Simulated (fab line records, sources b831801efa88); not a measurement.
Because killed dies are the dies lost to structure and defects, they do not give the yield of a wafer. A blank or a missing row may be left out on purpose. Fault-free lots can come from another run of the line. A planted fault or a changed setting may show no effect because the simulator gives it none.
Problem report, 8D (eight disciplines) form, completed by code | flow sky130 | the parts of the form that need people (team, actions taken, sign-off) are left out

1. WHAT WENT WRONG
SKY_SONOS_ONO_WET_ETCH_18, run-length-s: mean 224 s on 3 wafers (1 lot); fault-free wafers 200 s, standard deviation 3.9. That puts it +6.2 standard deviations away from the usual mean.
The step: etches Si3N4 in H3PO4, target depth 15 nm, time 172 s.
Earliest sighting: wafer L359.1 on wet-bench-01 at day 17 19:16. At this step, 36 wafers from 12 lots have a number in the record. Rule for "out", or "out of limits": more than 4 standard deviations from the usual mean. The other wafers with a number count as sound.

2. WHAT IT IS AND WHAT IT IS NOT
question                    | is                     | is not
which readings at this step | run-length-s           | -
which lots                  | L359                   | L346, L347, L349, L353, L354, L356, L357, L358, L360, L368, L369
which wafers of those lots  | all that have a number | -
read on which tools         | wet-bench-01           | wet-bench-02, wet-bench-04
when                        | from day 17 19:16      | up to then (24 sound wafers); but 9 sound wafers of L360, L368, L369 came after

3. SUSPECTS, AND WHAT RULES EACH OUT
Counting: a tool at any process step up to the reading remains a suspect when it ran all the lots that are out and ran no sound lot after the first of those.
- plasma-asher-04 at SKY_NWELL_STRIP_14 (strips in O2/N2): kept. It ran the lot that is out, L359 (day 8 03:28), and no sound lot after that; its last sound lot up to then is L354 (day 6 09:22).
- wet-bench-01 at SKY_SONOS_ONO_WET_ETCH_18 (etches Si3N4 in H3PO4, target depth 15 nm, time 172 s): kept. It ran the lot that is out, L359 (day 17 19:16), and no sound lot after that; its last sound lot up to then is L358 (day 17 01:51). Its own run-length-s readings are out on those wafers.
After counting, plasma-asher-04 at SKY_NWELL_STRIP_14 and wet-bench-01 at SKY_SONOS_ONO_WET_ETCH_18 remain.

4. THE CAUSE (what the simulator had put in)
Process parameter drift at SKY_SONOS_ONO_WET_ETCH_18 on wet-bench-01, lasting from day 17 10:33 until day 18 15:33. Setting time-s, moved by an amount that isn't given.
Of the 2 suspects that counting leaves, this tool is one.

5. SEQUENCE OF EFFECTS, ordered by route
Each row: a reading whose mean over the struck wafers that have a number lies more than 3 standard deviations from the usual. Readings are gone through only where the record gives a usual standard deviation; hours: the median, over the lots, of the time from a lot's start at the first step in this table giving one to that lot's start at this step; sigmas: the change measured in usual standard deviations.
hours | step                      | reading      | usual | on struck wafers | change | sigmas
0     | SKY_SONOS_ONO_WET_ETCH_18 | run-length-s | 200 s | 224              | +24    | +6.2
Here are the process steps it includes:
- SKY_SONOS_ONO_WET_ETCH_18: etches Si3N4 in H3PO4, target depth 15 nm, time 172 s.
At these later measuring or inspecting steps, every struck wafer for which the step has a row has a number for every such reading, and none has moved that far: SKY_SD_N_TW_MEAS_12.

6. HOW IT WOULD HAVE BEEN CAUGHT EARLIER
9 hours passed between the start of the fault at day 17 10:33 and the first reading out of limits in this record, taken at day 17 19:16.
